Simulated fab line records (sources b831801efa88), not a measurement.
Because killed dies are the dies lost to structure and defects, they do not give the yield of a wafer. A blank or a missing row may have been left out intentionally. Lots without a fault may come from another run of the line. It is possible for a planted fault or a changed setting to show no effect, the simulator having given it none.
What tool caused it?    flow sky130    6 lots with 18 wafers sampled at 3 steps, on a route of 708 steps

## WHAT THE GAUGES SHOWED, per wafer
SKY_CONTACT_THK_MEAS_03.
lot   measured      on             CONTACT_HDPCVD_THK (nm)
L993  day 31 12:33  film metro-03  554 565 554
L996  day 32 22:22  film metro-02  568 561 569
L998  day 33 12:55  film metro-01  564 566 557
L108  day 36 03:02  film metro-01  569 560 556
L111  day 36 20:46  film metro-03  556 561 557
L113  day 37 07:48  film metro-02  570 559 568

## WHICH TOOL RAN EACH LOT (tool, then ch and the chambers of the sampled wafers, then the start)
lot   SKY_LI_CONTACT_CVD_21          SKY_LOCAL_INTERCONNECT_SPUTTER_00
L993  cvd w-01 ch 1, day 30 06:04    pvd sputter-02, day 30 06:41
L996  cvd w-01 ch 0,1, day 31 16:41  pvd sputter-02, day 31 17:17
L998  cvd w-02 ch 0, day 32 07:54    pvd sputter-01, day 32 08:31
L108  cvd w-01 ch 0,1, day 34 22:26  pvd sputter-01, day 34 23:02
L111  cvd w-01 ch 0,1, day 35 15:43  pvd sputter-02, day 35 16:19
L113  cvd w-02 ch 0,1, day 36 03:37  pvd sputter-02, day 36 04:11
- SKY_LI_CONTACT_CVD_21: deposits W, target thk 400 nm, time 120.56 s.
- SKY_LOCAL_INTERCONNECT_SPUTTER_00: material TiN, target thk 100 nm, time 83.3 s.

## THE ANSWER, worked out from the rows above alone
Rule: the usual values come from the lots themselves. Put in order of their means at a reading, lots are off if they are a third of the lots or fewer, leave a main group of 4 or more, and stand apart from it by a gap of 3 or more times the standard deviation of the main group's means; of several such gaps the widest counts. A main group whose means are all the same, to the digits that the tables above print for the reading, isn't used. Also off: a lot with no number at a reading for which 4 or more lots have one. Any other lot the step has rows for is counted as sound.
None of the lots is off at any reading shown; this tells nothing.

## WHAT WAS PUT IN BY THE SIMULATOR
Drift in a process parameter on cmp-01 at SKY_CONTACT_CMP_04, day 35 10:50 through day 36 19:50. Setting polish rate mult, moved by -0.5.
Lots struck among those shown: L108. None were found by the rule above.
